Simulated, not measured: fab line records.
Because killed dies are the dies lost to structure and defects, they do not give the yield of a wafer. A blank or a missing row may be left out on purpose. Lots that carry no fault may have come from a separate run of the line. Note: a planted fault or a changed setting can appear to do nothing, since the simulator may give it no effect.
fab line records    flow gf180mcu
[record] lots = 6  wafers = 18  last-day = 34
route steps=602 shown M5@539 V5@540
lots that met no fault: from a run of the same line without faults
start-h: hours from the record's first day to the start of the lot's first wafer shown    wait-h: hours elapsed since this lot's preceding step    " unchanged from the row above    L1.1+2: a single row standing in for several wafers    - either no value or no given start    * or withheld: withheld    < > ~ a bound
route shown NAME@n: NAME is a module with steps in the file, n the number in the route of the first one    usual: the fault-free wafers' mean and standard deviation    same: alike in all rows    chamber/n: place in a boat    sites: per-site readings    _std_site: their standard deviation    _edge_site: the outer-site mean with the inner-site mean subtracted    radius-mm: how far each site lies from the wafer's centre    mask NAME#n: copy n    behind: the tool/chamber that last shaped the wafer    hold: the reason the lot was held/the length of the hold in hours/how it ended    device: which transistor (n, p or np) failed to switch    end of line: the tests these same wafers got at the end of their route    step lacking rows: just its recipe    killed: not the wafer's yield, but the dies lost to structure and defects at the first sort    map: a wafer's dies, marking killed ones x, the rest . and places with no die _
set.NAME: the run value of the setting; set.NAME@STEP: its run value at that earlier step    model.NAME: the simulator's own value behind a step, which no gauge read
certain route steps with their lots: each step a table, each wafer a row
services: when a tool's chamber went out of use (start-h, in hours from the record's first day, below 0 if earlier), for how many hours, and the reason
[[steps]]
[step GF_M5_CLEAN_13]
[recipe] chemistry = DIW  dry = n2-spin
[step GF_V5_CVD_00]
[recipe] material = SiO2  target-thk-nm = 300  sigma-open-frac = 0.3  temp-c = 400  time-s = 50  sih4-flow-sccm = 60  pressure-mtorr = 6
[step GF_V5_THK_MEAS_01]
[recipe] reads = SiO2_of_V5_CVD_00
[usual] V5_CVD_00_THK = 299/3.5
lot.wafer  tool           chamber  start-h  wait-h  V5_CVD_00_THK[nm]
L361.1     film-metro-04  -        622.84   0.0     296
L361.2     "              -        "        "       305
L361.4     "              -        "        "       298
L362.4     film-metro-04  -        635.03   0.0     293
L362.5     "              -        "        "       302
L362.6     "              -        "        "       297
L365.4     film-metro-04  -        653.71   0.0     298
L365.5     "              -        "        "       298
L365.6     "              -        "        "       303
L378.1     film-metro-03  -        752.23   0.0     299
L378.4     "              -        "        "       304
L378.5     "              -        "        "       298
L379.1     film-metro-04  -        752.66   0.0     300
L379.2     "              -        "        "       298
L379.5     "              -        "        "       298
L382.1     film-metro-01  -        765.61   0.0     307
L382.3     "              -        "        "       304
L382.5     "              -        "        "       304
[step GF_V5_CVD_02]
[recipe] material = SiO2  target-thk-nm = 1450  precursor = TEOS  temp-c = 400  time-s = 163.28  rf-w = 600
[usual] heater-power-w = 655/83
lot.wafer  tool      chamber  start-h  wait-h  heater-power-w
L361.1     pecvd-02  0        622.90   0.1     557
L361.2     "         2        "        "       735
L361.4     "         2        "        "       611
L362.4     pecvd-04  1        635.11   0.1     570
L362.5     "         2        "        "       492
L362.6     "         0        "        "       584
L365.4     pecvd-04  0        653.79   0.1     596
L365.5     "         1        "        "       573
L365.6     "         2        "        "       486
L378.1     pecvd-03  2        752.29   0.1     712
L378.4     "         1        "        "       648
L378.5     "         0        "        "       539
L379.1     pecvd-02  1        752.72   0.1     800
L379.2     "         0        "        "       685
L379.5     "         1        "        "       641
L382.1     pecvd-02  2        765.67   0.1     766
L382.3     "         1        "        "       745
L382.5     "         1        "        "       803
[step GF_V5_THK_MEAS_03]
[recipe] reads = SiO2_of_V5_CVD_02
[usual] V5_CVD_02_THK = 1453/21
lot.wafer  tool           chamber  start-h  wait-h  V5_CVD_02_THK[nm]
L361.1     film-metro-01  -        623.01   0.1     1433
L361.2     "              -        "        "       1421
L361.4     "              -        "        "       1458
L362.4     film-metro-01  -        635.19   0.0     1472
L362.5     "              -        "        "       1470
L362.6     "              -        "        "       1459
L365.4     film-metro-03  -        653.87   0.0     1461
L365.5     "              -        "        "       1475
L365.6     "              -        "        "       1487
L378.1     film-metro-01  -        752.39   0.1     1461
L378.4     "              -        "        "       1437
L378.5     "              -        "        "       1456
L379.1     film-metro-04  -        752.83   0.1     1466
L379.2     "              -        "        "       1450
L379.5     "              -        "        "       1493
L382.1     film-metro-01  -        765.78   0.1     1464
L382.3     "              -        "        "       1459
L382.5     "              -        "        "       1496
[step GF_V5_CMP_04]
[recipe] material = SiO2  down-force-psi = 4  platen-rpm = 60  pad-velocity-m-s = 0.94248
[usual] motor-current-A = 11.3/1.5  platen-rpm = 60.00/0.042  slurry-flow-ml-min = 150.0/0.43
lot.wafer  tool    chamber  start-h  wait-h  motor-current-A  platen-rpm  slurry-flow-ml-min
L361.4     cmp-02  2        623.07   0.0     10.0             60.00       150.5
L361.1     "       3        "        "       10.6             60.01       150.9
L361.2     "       1        "        "       12.7             60.05       149.8
L362.4     cmp-02  0        635.37   0.2     12.7             59.96       149.6
L362.5     "       1        "        "       14.1             59.99       150.1
L362.6     "       2        "        "       9.8              60.01       149.9
L365.4     cmp-01  2        654.00   0.1     10.2             60.03       151.0
L365.5     "       0        "        "       12.2             60.02       150.2
L365.6     "       1        "        "       10.0             60.03       149.5
L378.1     cmp-02  2        752.45   0.1     10.2             59.95       150.0
L378.4     "       3        "        "       10.5             60.06       150.2
L378.5     "       2        "        "       9.9              59.96       150.1
L379.1     cmp-01  0        753.16   0.3     12.8             60.03       149.8
L379.2     "       1        "        "       9.7              60.03       150.1
L379.5     "       0        "        "       12.6             60.02       149.7
L382.1     cmp-02  0        766.05   0.3     13.4             60.03       149.8
L382.3     "       2        "        "       10.5             60.01       150.4
L382.5     "       1        "        "       13.4             60.00       149.9
[step GF_V5_BOW_MEAS_05]
[recipe] mode = bow
[usual] V5_BOW = 133/10
lot.wafer  tool           chamber  start-h  wait-h  V5_BOW[um]
L361.1     film-metro-04  -        623.37   0.2     122
L361.2     "              -        "        "       119
L361.4     "              -        "        "       124
L362.4     film-metro-04  -        635.58   0.2     132
L362.5     "              -        "        "       132
L362.6     "              -        "        "       133
L365.4     film-metro-01  -        654.26   0.2     112
L365.5     "              -        "        "       113
L365.6     "              -        "        "       123
L378.1     film-metro-03  -        752.75   0.2     145
L378.4     "              -        "        "       150
L378.5     "              -        "        "       127
L379.1     film-metro-01  -        753.46   0.2     119
L379.2     "              -        "        "       130
L379.5     "              -        "        "       124
L382.1     film-metro-03  -        766.35   0.2     149
L382.3     "              -        "        "       146
L382.5     "              -        "        "       143
[step GF_V5_DEHYDRATE_06]
[recipe] temp-c = 200  time-s = 60
[step GF_V5_HMDS_07]
[recipe] prime-time-s = 60  prime-temp-c = 120
[step GF_V5_COAT_08]
[recipe] resist = BARC  temp-c = withheld  time-s = withheld  spin-rpm = withheld  resist-thk-nm = withheld
[step GF_V5_COAT_09]
[recipe] resist = KrF  spin-rpm = withheld  resist-thk-nm = 1000
[step GF_V5_SOFTBAKE_10]
[recipe] temp-c = 130  time-s = 60  resist = KrF
[step GF_V5_EXPOSE_11]
[recipe] mask-id = Via5  target-cd-nm = 260  na = 0.68  source-shape = conventional  sigma-outer = 0.6  dose-mj = 38
[usual] exposure-dose-mJ-cm2 = 38.00/0.034  focus-offset-nm = 0.0/0.49
lot.wafer  tool            chamber  start-h  wait-h  mask    exposure-dose-mJ-cm2  focus-offset-nm
L361.1     krf-scanner-02  0        634.00   -       Via5#0  38.01                 -0.5
L361.2     "               0        "        "       Via5#0  38.03                 -0.4
L361.4     "               0        "        "       Via5#0  38.01                 0.5
L362.4     krf-scanner-02  0        645.44   -       Via5#0  37.98                 0.1
L362.5     "               0        "        "       Via5#0  38.00                 0.4
L362.6     "               0        "        "       Via5#0  38.03                 0.7
L365.4     krf-scanner-01  0        663.86   -       Via5#0  37.98                 -0.3
L365.5     "               0        "        "       Via5#0  37.99                 -0.2
L365.6     "               0        "        "       Via5#0  37.96                 0.0
L378.1     krf-scanner-02  -        760.58   -       Via5#0  -                     -
L378.4     "               -        "        "       Via5#0  -                     -
L378.5     "               -        "        "       Via5#0  -                     -
L379.1     krf-scanner-01  -        762.45   -       Via5#0  -                     -
L379.2     "               -        "        "       Via5#0  -                     -
L379.5     "               -        "        "       Via5#0  -                     -
L382.1     krf-scanner-02  0        774.15   -       Via5#0  37.97                 -0.4
L382.3     "               0        "        "       Via5#0  37.94                 0.2
L382.5     "               0        "        "       Via5#0  37.97                 0.1
[step GF_V5_PEB_12]
[recipe] peb-temp-c = 135  peb-time-s = 90  resist = KrF
[[services]]
tool            chamber  start-h  hours  kind
pecvd-02        0        605.12   -      clean
pecvd-02        1        605.12   -      clean
pecvd-02        2        605.12   -      clean
krf-scanner-02  -        616.74   5.6    repair
krf-scanner-02  -        634.51   0.2    repair
krf-scanner-01  -        643.71   1.7    repair
pecvd-03        -        655.18   0.3    repair
krf-scanner-01  -        664.02   0.8    pm
krf-scanner-01  0        685.54   -      calibration
cmp-02          -        694.22   1.2    repair
krf-scanner-02  -        696.52   1.0    pm
krf-scanner-01  -        699.32   1.0    pm
krf-scanner-01  -        702.81   3.6    pm
krf-scanner-02  0        702.82   -      calibration
krf-scanner-02  -        716.59   0.8    pm
pecvd-02        -        717.70   1.1    repair
krf-scanner-01  -        728.26   0.2    repair
krf-scanner-01  -        741.32   1.3    pm
cmp-01          -        744.26   4.0    pm
cmp-01          -        747.16   0.4    repair
cmp-01          -        748.26   -      consumable-replace:conditioner
cmp-01          -        748.26   -      consumable-replace:pad
cmp-01          -        759.88   16.4   pm
krf-scanner-02  -        765.10   1.3    pm
[[key]]
[first-sign] step = GF_V5_EXPOSE_11  reading = tool-record  direction = missing
effect none on later readings
met-at GF_V5_EXPOSE_11
struck-wafers L378.1,L378.4,L378.5,L379.1,L379.2,L379.5
later-rows-left-out L378.1,L378.4,L378.5,L379.1,L379.2,L379.5
sort-left-out L378.1,L378.4,L378.5,L379.1,L379.2,L379.5
onset-between 663.86 760.58
[fault] kind = skipped-step-whole  tool = krf-scanner-01,krf-scanner-02  chamber = -  onset-h = 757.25  steps = GF_V5_EXPOSE_11  scope = struck-lots-only
// sort-left-out: the simulated sort isn't trusted on such a fault, so these wafers' sort isn't shown, and their yield isn't known
// later-rows-left-out: the simulator's readings of these wafers behind a module that went badly wrong aren't trusted and aren't shown, but for the sort
